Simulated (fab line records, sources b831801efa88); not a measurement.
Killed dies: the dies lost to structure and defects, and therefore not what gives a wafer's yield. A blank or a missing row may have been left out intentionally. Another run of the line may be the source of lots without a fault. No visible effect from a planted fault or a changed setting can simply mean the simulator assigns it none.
Which tool is to blame? :: flow sfq_line :: Sampling: 14 lots, 42 wafers, 2 of 325 route steps

## WHAT EACH GAUGE READ, for each wafer
SFQ_M1_OVL_MEAS_911. Usual: for M1_OVL the level is 3 nm and the standard deviation is 5.5.
lot: L881
measured: day 22 01:20
on: overlay-01
M1_OVL (nm): 14 8 1
flag: 

lot: L883
measured: day 24 02:08
on: overlay-02
M1_OVL (nm): 6 5 6
flag: 

lot: L884
measured: day 24 20:08
on: overlay-02
M1_OVL (nm): 9 8 2
flag: 

lot: L887
measured: day 26 04:40
on: overlay-02
M1_OVL (nm): 4 2 0
flag: 

lot: L888
measured: day 26 09:28
on: overlay-01
M1_OVL (nm): 0 -6 3
flag: 

lot: L889
measured: day 26 19:04
on: overlay-02
M1_OVL (nm): -3 -12 -1
flag: 

lot: L891
measured: day 27 10:47
on: overlay-02
M1_OVL (nm): 4 6 9
flag: 

lot: L892
measured: day 27 22:47
on: overlay-01
M1_OVL (nm): -4 4 0
flag: 

lot: L893
measured: day 28 05:59
on: overlay-02
M1_OVL (nm): -6 -3 7
flag: 

lot: L897
measured: day 30 12:07
on: overlay-01
M1_OVL (nm): 2 12 0
flag: 

lot: L901
measured: day 32 15:57
on: overlay-01
M1_OVL (nm): -8 -6 -7
flag: 

lot: L902
measured: day 33 01:34
on: overlay-02
M1_OVL (nm): 5 11 15
flag: 

lot: L903
measured: day 33 06:22
on: overlay-02
M1_OVL (nm): 3 9 -3
flag: 

lot: L904
measured: day 33 12:21
on: overlay-02
M1_OVL (nm): 8 10 7
flag: 

## WHICH TOOL RAN EACH LOT (tool, then ch and the chambers of the sampled wafers, then the start)
lot: L881
SFQ_TRILAYER_M0_BARC_OPEN_METAL_ETCH_031: rie_metal-01 ch 0,1, day 11 17:25

lot: L883
SFQ_TRILAYER_M0_BARC_OPEN_METAL_ETCH_031: rie_metal-04 ch 0,1, day 12 07:11

lot: L884
SFQ_TRILAYER_M0_BARC_OPEN_METAL_ETCH_031: rie_metal-02 ch 0,1, day 12 16:55

lot: L887
SFQ_TRILAYER_M0_BARC_OPEN_METAL_ETCH_031: rie_metal-01 ch 0, day 13 14:19

lot: L888
SFQ_TRILAYER_M0_BARC_OPEN_METAL_ETCH_031: rie_metal-04 ch 0,1, day 13 21:02

lot: L889
SFQ_TRILAYER_M0_BARC_OPEN_METAL_ETCH_031: rie_metal-04 ch 0,1, day 14 06:38

lot: L891
SFQ_TRILAYER_M0_BARC_OPEN_METAL_ETCH_031: rie_metal-01 ch 0,1, day 14 20:05

lot: L892
SFQ_TRILAYER_M0_BARC_OPEN_METAL_ETCH_031: rie_metal-04 ch 0,1, day 15 10:29

lot: L893
SFQ_TRILAYER_M0_BARC_OPEN_METAL_ETCH_031: rie_metal-01 ch 0, day 15 22:29

lot: L897
SFQ_TRILAYER_M0_BARC_OPEN_METAL_ETCH_031: rie_metal-04 ch 0,1, day 17 13:01

lot: L901
SFQ_TRILAYER_M0_BARC_OPEN_METAL_ETCH_031: rie_metal-02 ch 1, day 19 07:14

lot: L902
SFQ_TRILAYER_M0_BARC_OPEN_METAL_ETCH_031: rie_metal-02 ch 0,1, day 19 18:04

lot: L903
SFQ_TRILAYER_M0_BARC_OPEN_METAL_ETCH_031: rie_metal-04 ch 0,1, day 20 02:34

lot: L904
SFQ_TRILAYER_M0_BARC_OPEN_METAL_ETCH_031: rie_metal-02 ch 0,1, day 20 12:10
- SFQ_TRILAYER_M0_BARC_OPEN_METAL_ETCH_031: etches BARC in O2, target depth 125 nm, time 41.7 s.

## AS READ BY THE TOOLS THEMSELVES (means over the sampled wafers that have a number; for cases with no such wafer, the mark the record gives instead)
SFQ_TRILAYER_M0_BARC_OPEN_METAL_ETCH_031. Usual: drypump_motor_current_A 5.55 A, standard deviation 0.28; oes_product_au 0.685 a.u., standard deviation 0.0044.
lot: L881
tool: rie_metal-01
drypump_motor_current_A (A): 5.60
oes_product_au (a.u.): 0.680
flag: 

lot: L883
tool: rie_metal-04
drypump_motor_current_A (A): 5.40
oes_product_au (a.u.): 0.685
flag: 

lot: L884
tool: rie_metal-02
drypump_motor_current_A (A): 5.71
oes_product_au (a.u.): 0.685
flag: 

lot: L887
tool: rie_metal-01
drypump_motor_current_A (A): 5.33
oes_product_au (a.u.): 0.685
flag: 

lot: L888
tool: rie_metal-04
drypump_motor_current_A (A): 5.30
oes_product_au (a.u.): 0.686
flag: 

lot: L889
tool: rie_metal-04
drypump_motor_current_A (A): 5.40
oes_product_au (a.u.): 0.685
flag: 

lot: L891
tool: rie_metal-01
drypump_motor_current_A (A): 5.59
oes_product_au (a.u.): 0.687
flag: 

lot: L892
tool: rie_metal-04
drypump_motor_current_A (A): 5.30
oes_product_au (a.u.): 0.686
flag: 

lot: L893
tool: rie_metal-01
drypump_motor_current_A (A): 5.34
oes_product_au (a.u.): 0.683
flag: 

lot: L897
tool: rie_metal-04
drypump_motor_current_A (A): 5.40
oes_product_au (a.u.): 0.685
flag: 

lot: L901
tool: rie_metal-02
drypump_motor_current_A (A): 5.89
oes_product_au (a.u.): 0.681
flag: 

lot: L902
tool: rie_metal-02
drypump_motor_current_A (A): 5.71
oes_product_au (a.u.): 0.687
flag: 

lot: L903
tool: rie_metal-04
drypump_motor_current_A (A): 5.29
oes_product_au (a.u.): 0.682
flag: 

lot: L904
tool: rie_metal-02
drypump_motor_current_A (A): 5.73
oes_product_au (a.u.): 0.681
flag: 

## THE ANSWER, worked out from the rows above alone
Rule: a lot counts as off when the mean over its wafers that have a number is more than 3 standard deviations away from the usual mean. Also off: a lot with no number at a reading for which 4 or more lots have one. The other lots that the step has rows for count as sound. The gauges are gone through in route order, then the tools' own readings, and for those a lot's mean is taken as printed above. At the first step where some lot is off, the reading lying furthest off is the one used; lots without a number count as furthest.
No lot is off on any of the readings shown, so nothing can be concluded from this.

## WHAT THE SIMULATOR PUT IN
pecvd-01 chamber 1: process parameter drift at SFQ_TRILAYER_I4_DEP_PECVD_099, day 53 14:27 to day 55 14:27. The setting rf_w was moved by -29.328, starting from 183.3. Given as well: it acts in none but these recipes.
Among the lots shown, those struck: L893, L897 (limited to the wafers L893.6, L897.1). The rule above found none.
